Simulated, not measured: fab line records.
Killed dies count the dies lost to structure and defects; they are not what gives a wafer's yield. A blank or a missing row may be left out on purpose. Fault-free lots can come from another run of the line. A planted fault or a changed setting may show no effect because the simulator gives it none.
Chamber matching ; flow sky130 ; SKY_VIA3_ETCH_15 on rie-diel-04 has 4 sister chambers
The step etches SiO2 in C4F8/O2/Ar, stops on TiN, target depth 507 nm, time 78 s. 24 wafers are shown with their chamber, then 12 later ones without.

## EACH WAFER AND ITS CHAMBER
wafer;chamber;oes-product-au (a.u.)
L074.2;1;0.938
L074.3;2;0.947
L074.6;1;0.952
L076.2;3;0.943
L076.4;1;0.938
L076.5;0;0.947
L079.2;0;0.937
L079.5;3;0.951
L079.6;0;0.942
L080.2;0;0.946
L080.4;3;0.943
L080.6;0;0.948
L083.1;0;0.940
L083.2;3;0.951
L083.3;2;0.950
L084.4;2;0.941
L084.5;1;0.945
L084.6;0;0.935
L087.2;2;0.953
L087.3;3;0.947
L087.6;2;0.951
L088.1;3;0.945
L088.2;1;0.949
L088.3;2;0.945

SIGNATURES, as means of the wafers listed above
reading;chamber 0;chamber 1;chamber 2;chamber 3;scatter within a chamber
oes-product-au;0.94214;0.94440;0.94783;0.94667;0.0049
Rule: for each reading, subtract the chamber's mean from the wafer's reading, divide by that reading's scatter and square the result; add these up over the readings and take the root, which gives the wafer's distance from the chamber. The wafer belongs to the nearest chamber; if the next one is less than 2 further off, it can't be placed. The scatter: take each reading less its chamber's mean, square it, sum over the shown wafers, divide by the number of wafers less the number of chambers, and take the root.

## WAFERS WITH NO CHAMBER GIVEN
wafer;oes-product-au (a.u.)
L088.4;0.936
L088.5;0.938
L088.6;0.945
L089.1;0.948
L089.5;0.949
L089.6;0.944
L093.1;0.943
L093.2;0.951
L093.4;0.943
L097.3;0.949
L097.4;0.946
L097.5;0.943

## THE CHAMBER EACH PASSED THROUGH
wafer;from the rows above;in truth
L088.4;can't be placed: 0 or 1 or 3 or 2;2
L088.5;can't be placed: 0 or 1 or 3 or 2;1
L088.6;can't be placed: 1 or 3 or 2 or 0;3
L089.1;can't be placed: 2 or 3 or 1 or 0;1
L089.5;can't be placed: 2 or 3 or 1 or 0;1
L089.6;can't be placed: 1 or 0 or 3 or 2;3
L093.1;can't be placed: 0 or 1 or 3 or 2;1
L093.2;can't be placed: 2 or 3 or 1 or 0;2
L093.4;can't be placed: 0 or 1 or 3 or 2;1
L097.3;can't be placed: 2 or 3 or 1 or 0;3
L097.4;can't be placed: 3 or 1 or 2 or 0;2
L097.5;can't be placed: 0 or 1 or 3 or 2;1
Placed correctly: 0 of 12. Cannot be placed on the basis of these rows: 12; the candidates contain the true chamber in 12. Wrongly placed: 0.
